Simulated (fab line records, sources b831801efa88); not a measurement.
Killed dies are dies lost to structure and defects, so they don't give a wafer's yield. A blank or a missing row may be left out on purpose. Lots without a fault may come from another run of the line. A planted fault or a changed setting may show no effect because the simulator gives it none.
Chamber matching | flow sky130 | SKY_VIA3_ETCH_15 on rie_diel-03: 4 sister chambers
The step etches SiO2 in C4F8/O2/Ar, stops on TiN, target depth 507 nm, time 78 s. 24 wafers are shown with their chamber, then 12 later ones without.

WAFERS WITH THEIR CHAMBER
wafer  | chamber | rf_fwd_power_W (W) | oes_product_au (a.u.)
L077.1 | 2       | 1481               | 0.945
L077.4 | 3       | 1486               | 0.950
L077.5 | 3       | 1491               | 0.935
L078.2 | 2       | 1493               | 0.947
L078.3 | 1       | 1494               | 0.941
L078.5 | 2       | 1487               | 0.944
L081.3 | 1       | 1494               | 0.950
L081.4 | 3       | 1484               | 0.953
L081.6 | 2       | 1487               | 0.941
L084.1 | 0       | 1497               | 0.940
L084.2 | 1       | 1486               | 0.947
L084.5 | 1       | 1487               | 0.942
L085.1 | 2       | 1491               | 0.951
L085.2 | 3       | 1483               | 0.945
L085.3 | 0       | 1491               | 0.942
L085.4 | 1       | 1492               | 0.944
L085.5 | 3       | 1490               | 0.945
L085.6 | 2       | 1488               | 0.944
L087.1 | 2       | 1496               | 0.946
L087.5 | 1       | 1500               | 0.944
L087.6 | 0       | 1488               | 0.947
L088.2 | 0       | 1491               | 0.948
L088.3 | 2       | 1493               | 0.947
L088.5 | 2       | 1488               | 0.948

SIGNATURES (means of the wafers above)
reading        | chamber 0 | chamber 1 | chamber 2 | chamber 3 | scatter within a chamber
rf_fwd_power_W | 1491.75   | 1492.17   | 1489.33   | 1486.80   | 4.38
oes_product_au | 0.94425   | 0.94467   | 0.94589   | 0.94560   | 0.0042
Rule: a wafer's distance from a chamber is the root of the sum, over the readings, of the square of ((its reading less the chamber's mean) divided by the reading's scatter). The wafer belongs to the nearest chamber; if the next one is less than 2 further off, it can't be placed. The scatter: the root of (the sum of the squares of (reading less its chamber's mean) over the shown wafers, divided by (wafers less chambers)).

WAFERS WITHOUT THEIR CHAMBER
wafer  | rf_fwd_power_W (W) | oes_product_au (a.u.)
L090.3 | 1491               | 0.949
L090.4 | 1493               | 0.942
L090.6 | 1495               | 0.950
L092.3 | 1488               | 0.944
L092.5 | 1481               | 0.950
L092.6 | 1489               | 0.949
L093.1 | 1489               | 0.950
L093.2 | 1491               | 0.953
L093.6 | 1492               | 0.946
L096.1 | 1488               | 0.946
L096.3 | 1480               | 0.945
L096.4 | 1490               | 0.935

WHICH CHAMBER EACH WENT THROUGH
wafer  | from the rows above               | in truth
L090.3 | can't be placed: 2 or 1 or 0 or 3 | 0
L090.4 | can't be placed: 0 or 1 or 2 or 3 | 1
L090.6 | can't be placed: 1 or 0 or 2 or 3 | 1
L092.3 | can't be placed: 3 or 2 or 0 or 1 | 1
L092.5 | can't be placed: 3 or 2 or 0 or 1 | 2
L092.6 | can't be placed: 2 or 3 or 1 or 0 | 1
L093.1 | can't be placed: 2 or 3 or 1 or 0 | 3
L093.2 | can't be placed: 2 or 1 or 3 or 0 | 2
L093.6 | can't be placed: 1 or 0 or 2 or 3 | 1
L096.1 | can't be placed: 3 or 2 or 0 or 1 | 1
L096.3 | can't be placed: 3 or 2 or 0 or 1 | 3
L096.4 | can't be placed: 0 or 1 or 2 or 3 | 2
Placed correctly: 0 of 12. Can't be placed from these rows: 12 (the true chamber is among the candidates in 12). Placed wrongly: 0.
